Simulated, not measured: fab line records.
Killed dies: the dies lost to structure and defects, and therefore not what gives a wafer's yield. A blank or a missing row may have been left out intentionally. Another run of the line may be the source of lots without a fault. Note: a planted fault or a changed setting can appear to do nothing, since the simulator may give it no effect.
What tool caused it? || flow gf180mcu || 18 wafers sampled from 6 lots at 1 step of a route of 602

== WHAT THE GAUGES READ, wafer by wafer ==
GF_V2_OVL_MEAS_15.
{"lot": "L345", "measured": "day 21 01:49", "on": "overlay-02", "V2_OVL (nm)": "-8 -12 -3"}
{"lot": "L348", "measured": "day 22 00:59", "on": "overlay-02", "V2_OVL (nm)": "1 -2 0"}
{"lot": "L351", "measured": "day 23 04:46", "on": "overlay-01", "V2_OVL (nm)": "-9 -6 -3"}
{"lot": "L360", "measured": "day 26 23:42", "on": "overlay-01", "V2_OVL (nm)": "-9 -12 -8"}
{"lot": "L362", "measured": "day 27 07:45", "on": "overlay-01", "V2_OVL (nm)": "2 -1 -2"}
{"lot": "L366", "measured": "day 28 01:51", "on": "overlay-01", "V2_OVL (nm)": "-12 -13 -10"}

== TOOL THAT RAN EACH LOT (tool first, then ch and the chambers of the sampled wafers, then the start) ==
The record holds no process step before these readings.

== THE ANSWER, worked out from the rows above alone ==
Rule: the lots themselves supply what counts as usual. The widest of any qualifying gaps counts: lots, ordered by their means at a reading, are off when they make up no more than a third of the lots, leave a main group of 4 or more, and stand apart from it by 3 or more times the standard deviation of that group's means. The tables above print the reading to a certain number of digits; a main group whose means all agree to those digits is not used. Also off: a lot with no number at a reading for which 4 or more lots have one. Any other lot the step has rows for is counted as sound.
Across all readings shown, no lot is off: no conclusion can be drawn from this.

== WHAT THE SIMULATOR HAD INSERTED ==
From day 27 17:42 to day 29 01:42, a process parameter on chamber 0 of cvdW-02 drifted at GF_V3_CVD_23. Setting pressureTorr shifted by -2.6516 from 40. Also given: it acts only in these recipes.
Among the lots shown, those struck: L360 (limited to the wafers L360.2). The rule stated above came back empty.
